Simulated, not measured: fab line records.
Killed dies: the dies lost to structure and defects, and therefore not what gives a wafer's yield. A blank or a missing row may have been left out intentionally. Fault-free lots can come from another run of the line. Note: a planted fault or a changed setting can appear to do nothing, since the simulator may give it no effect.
Check of tool commonality || flow sky130 || 12 lots, 36 wafers sampled

== REASON FOR OPENING ==
2 of 12 lots carry a flag on the reading VT_ADJUST_LVTN_TW at SKY_VT_ADJUST_LVTN_TW_MEAS_10. Wafers without a fault read 242.6, standard deviation 1.5.
Rule: a lot gets a flag if all its wafers with a number sit over 4 standard deviations from that mean, or if no wafer of it has a number. The other lots count as sound.

{"lot": "L521", "measured": "day 6 17:45", "on": "film-metro-02", "VT_ADJUST_LVTN_TW, wafer by wafer": "241.6 241.8 242.8", "flag": ""}
{"lot": "L523", "measured": "day 7 06:22", "on": "film-metro-03", "VT_ADJUST_LVTN_TW, wafer by wafer": "241.5 241.7 242.6", "flag": ""}
{"lot": "L526", "measured": "day 8 22:25", "on": "film-metro-02", "VT_ADJUST_LVTN_TW, wafer by wafer": "244.2 242.7 244.9", "flag": ""}
{"lot": "L527", "measured": "day 9 04:40", "on": "film-metro-03", "VT_ADJUST_LVTN_TW, wafer by wafer": "240.8 240.4 241.4", "flag": ""}
{"lot": "L528", "measured": "day 9 11:59", "on": "film-metro-03", "VT_ADJUST_LVTN_TW, wafer by wafer": "241.8 242.6 241.8", "flag": ""}
{"lot": "L529", "measured": "day 9 15:57", "on": "film-metro-02", "VT_ADJUST_LVTN_TW, wafer by wafer": "245.2 244.2 242.1", "flag": ""}
{"lot": "L531", "measured": "day 9 18:47", "on": "film-metro-03", "VT_ADJUST_LVTN_TW, wafer by wafer": "241.3 240.9 240.6", "flag": ""}
{"lot": "L533", "measured": "day 10 07:56", "on": "film-metro-02", "VT_ADJUST_LVTN_TW, wafer by wafer": "130.7 130.0 130.7", "flag": "FLAGGED"}
{"lot": "L537", "measured": "day 11 05:58", "on": "film-metro-02", "VT_ADJUST_LVTN_TW, wafer by wafer": "131.6 131.5 130.2", "flag": "FLAGGED"}
{"lot": "L541", "measured": "day 12 12:51", "on": "film-metro-03", "VT_ADJUST_LVTN_TW, wafer by wafer": "238.9 240.1 239.4", "flag": ""}
{"lot": "L543", "measured": "day 12 22:23", "on": "film-metro-02", "VT_ADJUST_LVTN_TW, wafer by wafer": "242.8 244.6 244.1", "flag": ""}
{"lot": "L544", "measured": "day 13 03:43", "on": "film-metro-01", "VT_ADJUST_LVTN_TW, wafer by wafer": "244.1 243.1 243.4", "flag": ""}
Average over the flagged lots: 130.8; offset from the usual -111.8, equal to -75 standard deviations.

== WHICH TOOL EACH LOT WENT THROUGH ==
The record holds 2 process steps before the reading, out of a route of 708 steps. In each cell: the tool, then ch and the chambers that the sampled wafers went through, then the start.
{"lot": "L521", "flag": "", "SKY_FIELD_ISO_CMP_27": "cmp-01 ch 0,1,3, day 2 11:11", "SKY_VT_ADJUST_LVTN_IMPLANT_08": "implanter-04 ch 0, day 6 17:30"}
{"lot": "L523", "flag": "", "SKY_FIELD_ISO_CMP_27": "cmp-02 ch 1,2,3, day 2 18:36", "SKY_VT_ADJUST_LVTN_IMPLANT_08": "implanter-01 ch 0, day 7 06:07"}
{"lot": "L526", "flag": "", "SKY_FIELD_ISO_CMP_27": "cmp-01 ch 0,3, day 3 21:20", "SKY_VT_ADJUST_LVTN_IMPLANT_08": "implanter-04 ch 0, day 8 22:11"}
{"lot": "L527", "flag": "", "SKY_FIELD_ISO_CMP_27": "cmp-02 ch 2,3, day 4 04:38", "SKY_VT_ADJUST_LVTN_IMPLANT_08": "implanter-02 ch 0, day 9 04:25"}
{"lot": "L528", "flag": "", "SKY_FIELD_ISO_CMP_27": "cmp-02 ch 0,1,3, day 4 08:58", "SKY_VT_ADJUST_LVTN_IMPLANT_08": "implanter-02 ch 0, day 9 11:44"}
{"lot": "L529", "flag": "", "SKY_FIELD_ISO_CMP_27": "cmp-02 ch 1,2, day 4 13:08", "SKY_VT_ADJUST_LVTN_IMPLANT_08": "implanter-04 ch 0, day 9 15:44"}
{"lot": "L531", "flag": "", "SKY_FIELD_ISO_CMP_27": "cmp-02 ch 2,3, day 4 17:34", "SKY_VT_ADJUST_LVTN_IMPLANT_08": "implanter-04 ch 0, day 9 18:34"}
{"lot": "L533", "flag": "FLAGGED", "SKY_FIELD_ISO_CMP_27": "cmp-02 ch 0,1, day 5 04:39", "SKY_VT_ADJUST_LVTN_IMPLANT_08": "implanter-04 ch 0, day 10 07:41"}
{"lot": "L537", "flag": "FLAGGED", "SKY_FIELD_ISO_CMP_27": "cmp-01 ch 1,2,3, day 5 22:02", "SKY_VT_ADJUST_LVTN_IMPLANT_08": "implanter-04 ch 0, day 11 05:43"}
{"lot": "L541", "flag": "", "SKY_FIELD_ISO_CMP_27": "cmp-02 ch 0,1,3, day 6 21:17", "SKY_VT_ADJUST_LVTN_IMPLANT_08": "implanter-02 ch 0, day 12 12:36"}
{"lot": "L543", "flag": "", "SKY_FIELD_ISO_CMP_27": "cmp-01 ch 0,1,3, day 7 07:04", "SKY_VT_ADJUST_LVTN_IMPLANT_08": "implanter-02 ch 0, day 12 22:08"}
{"lot": "L544", "flag": "", "SKY_FIELD_ISO_CMP_27": "cmp-01 ch 0,2,3, day 7 09:50", "SKY_VT_ADJUST_LVTN_IMPLANT_08": "implanter-02 ch 0, day 13 03:28"}
What these steps do:
- SKY_FIELD_ISO_CMP_27: polishes, stops on Si3N4, t overpolish 16 s, target thk 457.8 nm.
- SKY_VT_ADJUST_LVTN_IMPLANT_08
- SKY_VT_ADJUST_LVTN_TW_MEAS_10

== FLAGGED AGAINST TOTAL, ONE TOOL AT A TIME (gauges that did the reading follow at the end) ==
{"step": "SKY_FIELD_ISO_CMP_27", "tool": "cmp-01", "lots run": 5, "flagged": 1, "share of the flagged lots": "some", "sound lots run after its first flagged lot": "2 (L543,L544)"}
{"step": "SKY_FIELD_ISO_CMP_27", "tool": "cmp-02", "lots run": 7, "flagged": 1, "share of the flagged lots": "some", "sound lots run after its first flagged lot": "1 (L541)"}
{"step": "SKY_VT_ADJUST_LVTN_IMPLANT_08", "tool": "implanter-01", "lots run": 1, "flagged": 0, "share of the flagged lots": "none", "sound lots run after its first flagged lot": "-"}
{"step": "SKY_VT_ADJUST_LVTN_IMPLANT_08", "tool": "implanter-02", "lots run": 5, "flagged": 0, "share of the flagged lots": "none", "sound lots run after its first flagged lot": "-"}
{"step": "SKY_VT_ADJUST_LVTN_IMPLANT_08", "tool": "implanter-04", "lots run": 6, "flagged": 2, "share of the flagged lots": "all", "sound lots run after its first flagged lot": 0}
{"step": "SKY_VT_ADJUST_LVTN_TW_MEAS_10", "tool": "film-metro-01", "lots run": 1, "flagged": 0, "share of the flagged lots": "none", "sound lots run after its first flagged lot": "-"}
{"step": "SKY_VT_ADJUST_LVTN_TW_MEAS_10", "tool": "film-metro-02", "lots run": 6, "flagged": 2, "share of the flagged lots": "all", "sound lots run after its first flagged lot": "1 (L543)"}
{"step": "SKY_VT_ADJUST_LVTN_TW_MEAS_10", "tool": "film-metro-03", "lots run": 5, "flagged": 0, "share of the flagged lots": "none", "sound lots run after its first flagged lot": "-"}

== WHAT THE TABLE PERMITS ==
implanter-04 at SKY_VT_ADJUST_LVTN_IMPLANT_08 and film-metro-02 at SKY_VT_ADJUST_LVTN_TW_MEAS_10 are the 2 rows of the table that ran each flagged lot.
- implanter-04 at SKY_VT_ADJUST_LVTN_IMPLANT_08 ran 6 lots, 2 of them flagged. Last sound lot L531 at day 9 18:34, first flagged lot L533 at day 10 07:41; a fault beginning in between fits. Its own readings lie more than 4 standard deviations out on every wafer of the flagged lots: dose-ions-cm2, faraday-current-uA.
- film-metro-02 at SKY_VT_ADJUST_LVTN_TW_MEAS_10 ran 6 lots, 2 of them flagged. Sound lots followed the first flagged one (L543) on it, something a lasting fault affecting the whole tool could not allow.
What remains is a single tool, implanter-04 at SKY_VT_ADJUST_LVTN_IMPLANT_08.

== WHAT WAS PUT IN BY THE SIMULATOR ==
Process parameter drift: implanter-04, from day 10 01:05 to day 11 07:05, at SKY_VT_ADJUST_LVTN_IMPLANT_08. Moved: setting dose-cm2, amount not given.
Shown lots that were struck: L533, L537. The rule given above showed the same thing.
